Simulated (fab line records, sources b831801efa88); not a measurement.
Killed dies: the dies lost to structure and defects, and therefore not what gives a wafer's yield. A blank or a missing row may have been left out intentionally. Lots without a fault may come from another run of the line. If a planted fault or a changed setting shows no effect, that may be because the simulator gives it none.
fab line records + flow sky130 + part 2 of 2: steps 27 to 38 of 38
record:
- lots: 5
- wafers: 15
- last-day: 49
route steps=708 shown CAPM@543 METAL3@555 VIA3@573
lots with no fault: from the same line, run without faults
start-h: the number of hours between the record's first day and the start of the first shown wafer of the lot + wait-h: how many hours have passed since the lot's step before this one + " as in the row above + L1.1+2: a row that stands for several wafers + - either no value or no given start + * or withheld: withheld + < > ~ a bound
route shown NAME@n: NAME is a module with steps in the file, n the number in the route of the first one + usual: mean/standard deviation taken from wafers without a fault + same: alike in all rows + chamber/n: place in a boat + sites: readings site by site + _std_site: the values' standard deviation + _edge_site: outer sites' mean less inner sites' + radius-mm: for every site, how far away it sits from the centre of the wafer + mask NAME#n: copy n + behind: the most recent tool/chamber to have shaped the wafer + hold: why the lot was held/for how many hours/how that ended + device: transistor that didn't switch, given as n, p or np + end of line: the tests these same wafers got at the end of their route + a step without rows: its recipe alone + killed: the dies lost at the first sort to structure and to defects; this is not the yield of the wafer + map: the dies of a wafer, with x for killed, . for not killed, _ for no die there
set.NAME: the run value of the setting; set.NAME@STEP: its run value at that earlier step + model.NAME: the simulator's own value behind a step, which no gauge read
certain route steps with their lots: each step a table, each wafer a row
services: the hour from which a tool's chamber was out of use, counted from the record's first day as start-h (under 0 if before that day), plus the number of hours and why
== steps ==
step: SKY_METAL3_STRIP_19
recipe:
- chemistry: O2/N2
- power-w: 1400
- pressure-mtorr: 1500
- platen-temp-c: withheld
- o2-flow-sccm: 3000
- n2-flow-sccm: 300
- overash-fraction: 0.5
usual:
- drypump-motor-current-A: 5.89/0.16
- n2-flow-sccm: 300.0/1
- oes-product-au: 0.503/0.0052
- strip-time-to-endpoint-s: 6.56/0.087
| lot.wafer | tool            | chamber | start-h | wait-h | drypump-motor-current-A | n2-flow-sccm | oes-product-au | rf-hours-counter-h | strip-time-to-endpoint-s |
|-----------|-----------------|---------|---------|--------|-------------------------|--------------|----------------|--------------------|--------------------------|
| L077.4    | plasma-asher-03 | 1       | 922.23  | 0.1    | 5.95                    | 300.5        | 0.500          | -                  | 6.58                     |
| L077.5    | "               | 1       | "       | "      | 5.95                    | 300.3        | 0.510          | -                  | 6.65                     |
| L077.6    | "               | 0       | "       | "      | 6.16                    | 300.3        | 0.507          | -                  | 6.58                     |
| L078.1    | plasma-asher-04 | 1       | 930.88  | 0.2    | 6.00                    | 299.0        | 0.501          | 113                | 6.61                     |
| L078.3    | "               | 0       | "       | "      | 6.08                    | 299.5        | 0.501          | -                  | 6.52                     |
| L078.6    | "               | 1       | "       | "      | 6.00                    | 300.2        | 0.508          | -                  | 6.66                     |
| L081.1    | plasma-asher-01 | 1       | 950.94  | 0.1    | 5.76                    | 299.4        | 0.494          | 46                 | 6.45                     |
| L081.3    | "               | 0       | "       | "      | 5.71                    | 300.9        | 0.499          | -                  | 6.54                     |
| L081.6    | "               | 1       | "       | "      | 5.76                    | 299.5        | 0.502          | -                  | 6.46                     |
| L092.1    | plasma-asher-03 | 0       | 1021.87 | 0.1    | 6.15                    | 301.5        | 0.501          | 88                 | 6.55                     |
| L092.2    | "               | 1       | "       | "      | 5.92                    | 300.6        | 0.504          | 88                 | 6.46                     |
| L092.5    | "               | 0       | "       | "      | 6.13                    | 300.2        | 0.500          | -                  | 6.44                     |
| L095.1    | plasma-asher-03 | 0       | 1036.74 | 0.1    | 6.13                    | 300.1        | 0.499          | 89                 | 6.56                     |
| L095.2    | "               | 1       | "       | "      | 5.95                    | 300.1        | 0.503          | 89                 | 6.67                     |
| L095.6    | "               | 1       | "       | "      | 5.97                    | 300.5        | 0.504          | -                  | 6.60                     |
step: SKY_METAL3_STRIP_20
recipe:
- chemistry: post-etch-residue-remover
- time-s: 1200
- temp-c: 72.5
usual:
- bath-guard-temp-C: 72.9/0.44
same:
- time-s: 1200
| lot.wafer | tool         | chamber | start-h | wait-h | bath-guard-temp-C |
|-----------|--------------|---------|---------|--------|-------------------|
| L077.4    | wet-bench-02 | 3       | 922.29  | 0.0    | 72.9              |
| L077.5    | "            | 3       | "       | "      | 73.1              |
| L077.6    | "            | 3       | "       | "      | 73.0              |
| L078.1    | wet-bench-01 | 0       | 930.98  | 0.1    | 73.5              |
| L078.3    | "            | 0       | "       | "      | 73.3              |
| L078.6    | "            | 0       | "       | "      | 73.0              |
| L081.1    | wet-bench-02 | 2       | 951.04  | 0.1    | 72.4              |
| L081.3    | "            | 2       | "       | "      | 72.6              |
| L081.6    | "            | 2       | "       | "      | 72.6              |
| L092.1    | wet-bench-02 | 3       | 1021.97 | 0.1    | 72.9              |
| L092.2    | "            | 3       | "       | "      | 73.1              |
| L092.5    | "            | 3       | "       | "      | 72.9              |
| L095.1    | wet-bench-02 | 3       | 1036.84 | 0.1    | 72.9              |
| L095.2    | "            | 3       | "       | "      | 73.3              |
| L095.6    | "            | 3       | "       | "      | 72.8              |
step: SKY_METAL3_CLEAN_21
recipe:
- chemistry: IPA
- time-s: 180
- temp-c: 25
same:
- time-s: 180
| lot.wafer  | tool         | chamber | start-h | wait-h |
|------------|--------------|---------|---------|--------|
| L077.4+5+6 | wet-bench-01 | 0       | 922.63  | 0.0    |
| L078.1+3+6 | wet-bench-02 | 0       | 931.32  | 0.0    |
| L081.1+3+6 | wet-bench-01 | 2       | 951.38  | 0.0    |
| L092.1+2+5 | wet-bench-01 | 1       | 1022.38 | 0.0    |
| L095.1+2+6 | wet-bench-02 | 2       | 1037.18 | 0.0    |
step: SKY_METAL3_CLEAN_22
recipe:
- chemistry: O3/DIW
- dry: n2-spin
| lot.wafer  | tool         | chamber | start-h | wait-h |
|------------|--------------|---------|---------|--------|
| L077.4+5+6 | wet-bench-03 | 3       | 922.69  | 0.0    |
| L078.1+3+6 | wet-bench-03 | 0       | 931.38  | 0.0    |
| L081.1+3+6 | wet-bench-03 | 0       | 951.44  | 0.0    |
| L092.1+2+5 | wet-bench-02 | 3       | 1022.44 | 0.0    |
| L095.1+2+6 | wet-bench-02 | 0       | 1037.24 | 0.0    |
step: SKY_VIA3_HDPCVD_00
recipe:
- material: SiO2
- target-thk-nm: 1635
- sigma-open-frac: 0.3
- time-s: 272.5
- temp-c: 400
- sih4-flow-sccm: 60
- pressure-mtorr: 6
same:
- time-s: 272.5
| lot.wafer  | tool      | chamber | start-h | wait-h |
|------------|-----------|---------|---------|--------|
| L077.4+5+6 | hdpcvd-01 | 2,0,1   | 922.88  | 0.1    |
| L078.1+3+6 | hdpcvd-01 | 0,1,0   | 931.47  | 0.0    |
| L081.1+3+6 | hdpcvd-01 | 0,2,0   | 951.53  | 0.0    |
| L092.1+2+5 | hdpcvd-01 | 0,2,1   | 1022.55 | 0.0    |
| L095.1+2+6 | hdpcvd-02 | 0,2,1   | 1037.33 | 0.0    |
step: SKY_VIA3_THK_MEAS_01
recipe:
- reads: SiO2_of_VIA3_HDPCVD_00
usual:
- VIA3_HDPCVD_THK: 1628/18
| lot.wafer | tool          | chamber | start-h | wait-h | VIA3_HDPCVD_THK[nm] |
|-----------|---------------|---------|---------|--------|---------------------|
| L077.4    | film-metro-01 | -       | 922.99  | 0.0    | 1607                |
| L077.5    | "             | -       | "       | "      | 1633                |
| L077.6    | "             | -       | "       | "      | 1635                |
| L078.1    | film-metro-01 | -       | 931.64  | 0.1    | 1643                |
| L078.3    | "             | -       | "       | "      | 1626                |
| L078.6    | "             | -       | "       | "      | 1630                |
| L081.1    | film-metro-01 | -       | 951.70  | 0.1    | 1632                |
| L081.3    | "             | -       | "       | "      | 1618                |
| L081.6    | "             | -       | "       | "      | 1611                |
| L092.1    | film-metro-04 | -       | 1022.71 | 0.1    | 1626                |
| L092.2    | "             | -       | "       | "      | 1591                |
| L092.5    | "             | -       | "       | "      | 1616                |
| L095.1    | film-metro-04 | -       | 1037.50 | 0.1    | 1621                |
| L095.2    | "             | -       | "       | "      | 1664                |
| L095.6    | "             | -       | "       | "      | 1644                |
step: SKY_VIA3_CMP_02
recipe:
- material: SiO2
- down-force-psi: 4
- platen-rpm: 60
- pad-velocity-m-s: 0.94248
usual:
- motor-current-A: 11.9/1.4
- slurry-filter-dp-kPa: 13.50/0.13
| lot.wafer | tool   | chamber | start-h | wait-h | motor-current-A | slurry-filter-dp-kPa |
|-----------|--------|---------|---------|--------|-----------------|----------------------|
| L077.4    | cmp-01 | 0       | 923.12  | 0.1    | 12.8            | 13.46                |
| L077.6    | "      | 2       | "       | "      | 9.5             | 13.49                |
| L077.5    | "      | 3       | "       | "      | 12.6            | 13.42                |
| L078.1    | cmp-02 | 2       | 931.70  | 0.1    | 12.5            | 13.42                |
| L078.3    | "      | 3       | "       | "      | 10.5            | 13.67                |
| L078.6    | "      | 3       | "       | "      | 11.0            | 13.64                |
| L081.1    | cmp-02 | 0       | 951.81  | 0.1    | 10.5            | 13.56                |
| L081.3    | "      | 1       | "       | "      | 14.4            | 13.44                |
| L081.6    | "      | 0       | "       | "      | 11.1            | 13.56                |
| L092.1    | cmp-01 | 0       | 1023.04 | 0.3    | 12.3            | 13.27                |
| L092.2    | "      | 3       | "       | "      | 12.6            | 13.59                |
| L092.5    | "      | 0       | "       | "      | 11.9            | 13.35                |
| L095.1    | cmp-02 | 3       | 1037.61 | 0.1    | 10.5            | 13.58                |
| L095.2    | "      | 1       | "       | "      | 14.6            | 13.56                |
| L095.6    | "      | 2       | "       | "      | 12.4            | 13.49                |
step: SKY_VIA3_BOW_MEAS_03
recipe:
- mode: bow
usual:
- VIA3_BOW: 79/7.1
| lot.wafer | tool          | chamber | start-h | wait-h | VIA3_BOW[um] |
|-----------|---------------|---------|---------|--------|--------------|
| L077.4    | film-metro-01 | -       | 923.38  | 0.2    | 60           |
| L077.5    | "             | -       | "       | "      | 65           |
| L077.6    | "             | -       | "       | "      | 87           |
| L078.1    | film-metro-01 | -       | 932.00  | 0.2    | 81           |
| L078.3    | "             | -       | "       | "      | 85           |
| L078.6    | "             | -       | "       | "      | 75           |
| L081.1    | film-metro-02 | -       | 952.06  | 0.2    | 81           |
| L081.3    | "             | -       | "       | "      | 82           |
| L081.6    | "             | -       | "       | "      | 85           |
| L092.1    | film-metro-01 | -       | 1023.34 | 0.2    | 80           |
| L092.2    | "             | -       | "       | "      | 78           |
| L092.5    | "             | -       | "       | "      | 88           |
| L095.1    | film-metro-04 | -       | 1037.86 | 0.2    | 77           |
| L095.2    | "             | -       | "       | "      | 75           |
| L095.6    | "             | -       | "       | "      | 74           |
step: SKY_VIA3_DEHYDRATE_04
recipe:
- temp-c: 200
- time-s: 60
usual:
- plate-temp-C: 199.99/0.14
same:
- time-s: 60
| lot.wafer | tool           | chamber | start-h | wait-h | plate-temp-C |
|-----------|----------------|---------|---------|--------|--------------|
| L077.4    | litho-track-01 | 0       | 935.51  | 12.1   | 200.03       |
| L077.5    | "              | 0       | "       | "      | 200.16       |
| L077.6    | "              | 0       | "       | "      | 200.09       |
| L078.1    | litho-track-01 | 0       | 943.44  | 11.4   | 199.92       |
| L078.3    | "              | 0       | "       | "      | 199.96       |
| L078.6    | "              | 0       | "       | "      | 200.00       |
| L081.1    | litho-track-01 | 0       | 964.39  | 12.3   | 199.86       |
| L081.3    | "              | 0       | "       | "      | 200.10       |
| L081.6    | "              | 0       | "       | "      | 200.05       |
| L092.1    | litho-track-03 | 0       | 1034.47 | 11.1   | 199.86       |
| L092.2    | "              | 0       | "       | "      | 199.81       |
| L092.5    | "              | 0       | "       | "      | 199.92       |
| L095.1    | litho-track-02 | 0       | 1048.92 | 11.0   | 200.00       |
| L095.2    | "              | 0       | "       | "      | 200.05       |
| L095.6    | "              | 0       | "       | "      | 199.96       |
step: SKY_VIA3_HMDS_05
recipe:
- prime-time-s: 60
- prime-temp-c: 120
| lot.wafer  | tool           | chamber | start-h | wait-h |
|------------|----------------|---------|---------|--------|
| L077.4+5+6 | litho-track-01 | 0       | 935.66  | 0.1    |
| L078.1+3+6 | litho-track-01 | 0       | 943.59  | 0.1    |
| L081.1+3+6 | litho-track-01 | 0       | 964.54  | 0.1    |
| L092.1+2+5 | litho-track-03 | 0       | 1034.62 | 0.1    |
| L095.1+2+6 | litho-track-02 | 0       | 1049.07 | 0.1    |
step: SKY_VIA3_COAT_06
recipe:
- resist: BARC
- temp-c: withheld
- time-s: withheld
- spin-rpm: 3000
- resist-thk-nm: 60
usual:
- dispense-pressure-kPa: 53/3.4
| lot.wafer | tool           | chamber | start-h | wait-h | dispense-pressure-kPa |
|-----------|----------------|---------|---------|--------|-----------------------|
| L077.4    | litho-track-01 | 0       | 935.81  | 0.1    | 55                    |
| L077.5    | "              | 0       | "       | "      | 55                    |
| L077.6    | "              | 0       | "       | "      | 55                    |
| L078.1    | litho-track-01 | 0       | 943.74  | 0.1    | 55                    |
| L078.3    | "              | 0       | "       | "      | 55                    |
| L078.6    | "              | 0       | "       | "      | 55                    |
| L081.1    | litho-track-01 | 0       | 964.69  | 0.1    | 55                    |
| L081.3    | "              | 0       | "       | "      | 55                    |
| L081.6    | "              | 0       | "       | "      | 55                    |
| L092.1    | litho-track-03 | 0       | 1034.77 | 0.1    | 51                    |
| L092.2    | "              | 0       | "       | "      | 51                    |
| L092.5    | "              | 0       | "       | "      | 51                    |
| L095.1    | litho-track-02 | 0       | 1049.22 | 0.1    | 47                    |
| L095.2    | "              | 0       | "       | "      | 47                    |
| L095.6    | "              | 0       | "       | "      | 47                    |
step: SKY_VIA3_COAT_07
recipe:
- resist: KrF-thick
- spin-rpm: 3000
- resist-thk-nm: 450
usual:
- dispense-pressure-kPa: 53/3.4
| lot.wafer | tool           | chamber | start-h | wait-h | dispense-pressure-kPa |
|-----------|----------------|---------|---------|--------|-----------------------|
| L077.4    | litho-track-01 | 0       | -       | -      | 55                    |
| L077.5    | "              | 0       | "       | "      | 55                    |
| L077.6    | "              | 0       | "       | "      | 55                    |
| L078.1    | litho-track-01 | 0       | -       | -      | 55                    |
| L078.3    | "              | 0       | "       | "      | 55                    |
| L078.6    | "              | 0       | "       | "      | 55                    |
| L081.1    | litho-track-01 | 0       | -       | -      | 55                    |
| L081.3    | "              | 0       | "       | "      | 55                    |
| L081.6    | "              | 0       | "       | "      | 55                    |
| L092.1    | litho-track-03 | 0       | -       | -      | 51                    |
| L092.2    | "              | 0       | "       | "      | 51                    |
| L092.5    | "              | 0       | "       | "      | 51                    |
| L095.1    | litho-track-02 | 0       | -       | -      | 47                    |
| L095.2    | "              | 0       | "       | "      | 47                    |
| L095.6    | "              | 0       | "       | "      | 47                    |
== services ==
| tool             | chamber | start-h | hours | kind   |
|------------------|---------|---------|-------|--------|
| rie-metal-02     | -       | 874.85  | 1.4   | pm     |
| rie-metal-03     | 1       | 876.53  | 11.0  | repair |
| iline-stepper-02 | -       | 878.21  | 1.7   | pm     |
| cmp-02           | -       | 887.40  | 0.2   | repair |
| iline-stepper-01 | -       | 889.66  | 1.7   | pm     |
| rie-metal-03     | 0       | 897.82  | 10.2  | repair |
| rie-diel-01      | 1       | 899.80  | 6.7   | repair |
| rie-metal-02     | 0       | 909.89  | 3.1   | repair |
| cmp-02           | -       | 912.48  | 4.0   | pm     |
| krf-scanner-01   | -       | 917.73  | 0.3   | repair |
| iline-stepper-02 | -       | 918.34  | 2.6   | repair |
| krf-scanner-01   | -       | 940.40  | 0.8   | pm     |
| hdpcvd-01        | -       | 947.81  | 0.6   | repair |
| krf-scanner-01   | -       | 956.11  | 4.4   | pm     |
| rie-metal-01     | 1       | 957.15  | 4.1   | repair |
| plasma-asher-03  | -       | 976.89  | 28.1  | pm     |
| cmp-02           | -       | 981.41  | 1.8   | repair |
| krf-scanner-01   | -       | 989.10  | 7.2   | pm     |
| hdpcvd-01        | -       | 1006.04 | 0.7   | repair |
| krf-scanner-01   | -       | 1007.71 | 1.3   | pm     |
| cmp-02           | -       | 1019.89 | 4.1   | pm     |
| krf-scanner-01   | -       | 1025.43 | 1.0   | pm     |
| hdpcvd-01        | -       | 1033.63 | 33.7  | repair |
| krf-scanner-01   | -       | 1047.56 | 0.5   | repair |
